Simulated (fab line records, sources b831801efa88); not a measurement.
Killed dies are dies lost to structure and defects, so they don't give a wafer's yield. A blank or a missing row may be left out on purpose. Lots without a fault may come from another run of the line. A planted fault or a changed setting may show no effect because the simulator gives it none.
One fault seen from 2 desks | flow sfq_line | each desk has only its own numbers; what lay behind them comes last

THE METROLOGY DESK
What the gauges read, lot by lot, whatever tool the lot ran on: means of the sampled wafers that have a number. A lot is out of limits, marked OUT, if its mean lies more than 4 standard deviations from the usual mean; the brackets give that distance.
Columns: A = I2_BOW at SFQ_I2_BOW_MEAS_917, usual 1 um; B = I2_OVL at SFQ_I2_OVL_MEAS_918, usual 1 nm
lot  | first seen here | A  | B
L240 | day 41 09:04    | -2 | -11
L241 | day 41 12:23    | 13 | 5
L243 | day 42 05:13    | -3 | 1
L247 | day 43 11:21    | -3 | 2
L249 | day 44 11:52    | 12 | 4
L254 | day 46 17:38    | -1 | -6
This desk's finding: nothing out of limits on any of the 6 lots.

THE TOOL OWNER'S DESK: rie_diel-04
The tool's own readings at SFQ_TRILAYER_I2_VIA_BARC_OPEN_VIA_ETCH_096 (etches BARC in O2, target depth 125 nm, time 40.49 s): means of the sampled wafers that have a number, for each lot that ran on this tool. A lot is out of limits, marked OUT, if its mean lies more than 4 standard deviations from the usual mean; the brackets give that distance.
Columns: A = drypump_motor_current_A at SFQ_TRILAYER_I2_VIA_BARC_OPEN_VIA_ETCH_096, usual 5.9 A; B = oes_product_au at SFQ_TRILAYER_I2_VIA_BARC_OPEN_VIA_ETCH_096, usual 0.694 a.u.; C = rf_fwd_power_W at SFQ_TRILAYER_I2_VIA_BARC_OPEN_VIA_ETCH_096, usual 495.2 W
lot  | first seen here | A   | B     | C
L240 | day 47 02:19    | 6.1 | 0.690 | 495.5
L243 | day 47 22:37    | 5.9 | 0.691 | 496.8
L247 | day 49 10:37    | 5.6 | 0.688 | 575.0 (+42) OUT
L249 | day 50 10:45    | 6.0 | 0.693 | 576.2 (+43) OUT
This desk's finding: out of limits on L247, L249; first on L247, day 49 10:37 (rf_fwd_power_W at SFQ_TRILAYER_I2_VIA_BARC_OPEN_VIA_ETCH_096). In limits: L240, L243.

PUT TOGETHER
The tool owner's desk could have raised an alarm at day 49 10:37, on L247, L249.
The metrology desk saw nothing out of limits.
The metrology desk has L247, L249 on record, within its limits.
Of the lots named, all ran SFQ_TRILAYER_I2_VIA_BARC_OPEN_VIA_ETCH_096 on rie_diel-04.

WHAT THE SIMULATOR HAD PUT IN
Process parameter drift: rie_diel-04, from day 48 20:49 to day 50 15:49, at SFQ_TRILAYER_I2_VIA_BARC_OPEN_VIA_ETCH_096. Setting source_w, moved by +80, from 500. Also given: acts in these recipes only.
Lots struck among those shown: L247, L249.
Hours from the fault's start to each desk's first reading out of limits: the tool owner's desk, 14.
